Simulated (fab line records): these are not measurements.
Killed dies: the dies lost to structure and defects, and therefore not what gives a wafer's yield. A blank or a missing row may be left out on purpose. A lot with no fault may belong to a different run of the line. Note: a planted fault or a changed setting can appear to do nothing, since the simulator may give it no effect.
Which tool was responsible? + flow sky130 + Sampling: 14 lots, 42 wafers, 3 of 708 route steps

== WHAT THE GAUGES READ, wafer by wafer ==
SKY_VIA2_OVL_MEAS_13. Usual: VIA2_OVL -1 nm, standard deviation 5.5.
| lot  | measured     | on         | VIA2_OVL (nm) | flag |
|------|--------------|------------|---------------|------|
| L979 | day 36 15:20 | overlay-01 | 3 -1 -1       |      |
| L980 | day 36 21:31 | overlay-01 | 1 1 -2        |      |
| L981 | day 37 14:25 | overlay-01 | -10 -4 0      |      |
| L989 | day 39 22:58 | overlay-01 | -1 0 1        |      |
| L991 | day 40 09:02 | overlay-02 | 1 -1 0        |      |
| L993 | day 40 16:05 | overlay-01 | -3 -3 -3      |      |
| L994 | day 40 23:31 | overlay-02 | -5 -14 -8     |      |
| L995 | day 41 07:19 | overlay-02 | 1 -3 -4       |      |
| L996 | day 41 16:59 | overlay-01 | 3 0 -3        |      |
| L997 | day 41 19:49 | overlay-01 | 3 -2 1        |      |
| L998 | day 42 06:17 | overlay-02 | 13 7 12       |      |
| L999 | day 42 12:25 | overlay-02 | -13 -6 -2     |      |
| L101 | day 42 22:19 | overlay-01 | 4 -1 9        |      |
| L102 | day 43 05:40 | overlay-01 | -2 -2 -3      |      |

SKY_VIA3_BOW_MEAS_03. Usual: VIA3_BOW 79 um, standard deviation 7.5.
| lot  | measured     | on           | VIA3_BOW (um) | flag |
|------|--------------|--------------|---------------|------|
| L979 | day 38 23:26 | filmMetro-02 | 84 92 87      |      |
| L980 | day 39 04:48 | filmMetro-04 | 70 85 88      |      |
| L981 | day 39 20:53 | filmMetro-02 | 94 67 79      |      |
| L989 | day 42 02:45 | filmMetro-02 | 69 77 69      |      |
| L991 | day 42 14:19 | filmMetro-04 | 85 84 77      |      |
| L993 | day 42 19:00 | filmMetro-02 | 82 68 71      |      |
| L994 | day 43 02:28 | filmMetro-04 | 81 84 81      |      |
| L995 | day 43 10:34 | filmMetro-04 | 70 83 61      |      |
| L996 | day 43 19:34 | filmMetro-02 | 90 68 79      |      |
| L997 | day 43 23:08 | filmMetro-04 | 78 72 93      |      |
| L998 | day 44 08:07 | filmMetro-04 | 79 70 74      |      |
| L999 | day 44 14:08 | filmMetro-04 | 73 70 79      |      |
| L101 | day 44 22:35 | filmMetro-03 | 74 62 77      |      |
| L102 | day 45 06:26 | filmMetro-03 | 79 80 80      |      |

== WHAT TOOL EACH LOT RAN ON (gives the tool, then ch and the chambers of the sampled wafers, and finally the start) ==
| lot  | SKY_VIA2_STRIP_16                   |
|------|-------------------------------------|
| L979 | plasmaAsher-01 ch 0, day 36 15:28   |
| L980 | plasmaAsher-04 ch 0, day 36 21:39   |
| L981 | plasmaAsher-03 ch 0,1, day 37 14:34 |
| L989 | plasmaAsher-03 ch 0,1, day 39 23:06 |
| L991 | plasmaAsher-03 ch 0,1, day 40 09:11 |
| L993 | plasmaAsher-01 ch 0,1, day 40 16:15 |
| L994 | plasmaAsher-04 ch 0,1, day 40 23:40 |
| L995 | plasmaAsher-03 ch 0,1, day 41 07:27 |
| L996 | plasmaAsher-03 ch 0,1, day 41 17:07 |
| L997 | plasmaAsher-01 ch 1, day 41 19:57   |
| L998 | plasmaAsher-01 ch 0,1, day 42 06:26 |
| L999 | plasmaAsher-01 ch 0,1, day 42 12:33 |
| L101 | plasmaAsher-01 ch 0,1, day 42 22:28 |
| L102 | plasmaAsher-01 ch 0, day 43 05:49   |
- SKY_VIA2_STRIP_16: strips in O2/N2.

== AS READ BY THE TOOLS THEMSELVES (means over the sampled wafers that have a number; for cases with no such wafer, the mark the record gives instead) ==
SKY_VIA2_STRIP_16. Usual: drypumpMotorCurrentA 5.48 A, standard deviation 0.17; oesProductAu 0.399 a.u., standard deviation 0.0047; stripTimeToEndpointS 4.05 s, standard deviation 0.034.
| lot  | tool           | drypumpMotorCurrentA (A) | oesProductAu (a.u.) | stripTimeToEndpointS (s) | flag |
|------|----------------|--------------------------|---------------------|--------------------------|------|
| L979 | plasmaAsher-01 | 5.51                     | 0.397               | 4.04                     |      |
| L980 | plasmaAsher-04 | 5.14                     | 0.398               | 4.02                     |      |
| L981 | plasmaAsher-03 | 5.56                     | 0.393               | 4.01                     |      |
| L989 | plasmaAsher-03 | 5.58                     | 0.396               | 4.05                     |      |
| L991 | plasmaAsher-03 | 5.55                     | 0.402               | 4.08                     |      |
| L993 | plasmaAsher-01 | 5.48                     | 0.400               | 4.05                     |      |
| L994 | plasmaAsher-04 | 5.32                     | 0.398               | 4.06                     |      |
| L995 | plasmaAsher-03 | 5.42                     | 0.403               | 4.06                     |      |
| L996 | plasmaAsher-03 | 5.41                     | 0.401               | 4.02                     |      |
| L997 | plasmaAsher-01 | 5.44                     | 0.395               | 4.04                     |      |
| L998 | plasmaAsher-01 | 5.45                     | 0.401               | 4.10                     |      |
| L999 | plasmaAsher-01 | 5.47                     | 0.399               | 4.06                     |      |
| L101 | plasmaAsher-01 | 5.49                     | 0.401               | 4.05                     |      |
| L102 | plasmaAsher-01 | 5.52                     | 0.402               | 4.07                     |      |

== THE ANSWER, worked out from the rows above alone ==
Rule: lot off if the mean of its wafers having a number is beyond 3 standard deviations from the usual mean. Also off: a lot with no number at a reading for which 4 or more lots have one. Where the step has rows for the other lots, those lots are counted as sound. After the gauges, taken in route order, come the tools' own readings; for these a lot's mean is taken, as printed above. The first step at which some lot is off is used, and at that step the reading that is off furthest; a lot without a number counts as furthest.
No lot is off at any reading shown: from this, nothing can be told.

== WHAT THE SIMULATOR PUT IN ==
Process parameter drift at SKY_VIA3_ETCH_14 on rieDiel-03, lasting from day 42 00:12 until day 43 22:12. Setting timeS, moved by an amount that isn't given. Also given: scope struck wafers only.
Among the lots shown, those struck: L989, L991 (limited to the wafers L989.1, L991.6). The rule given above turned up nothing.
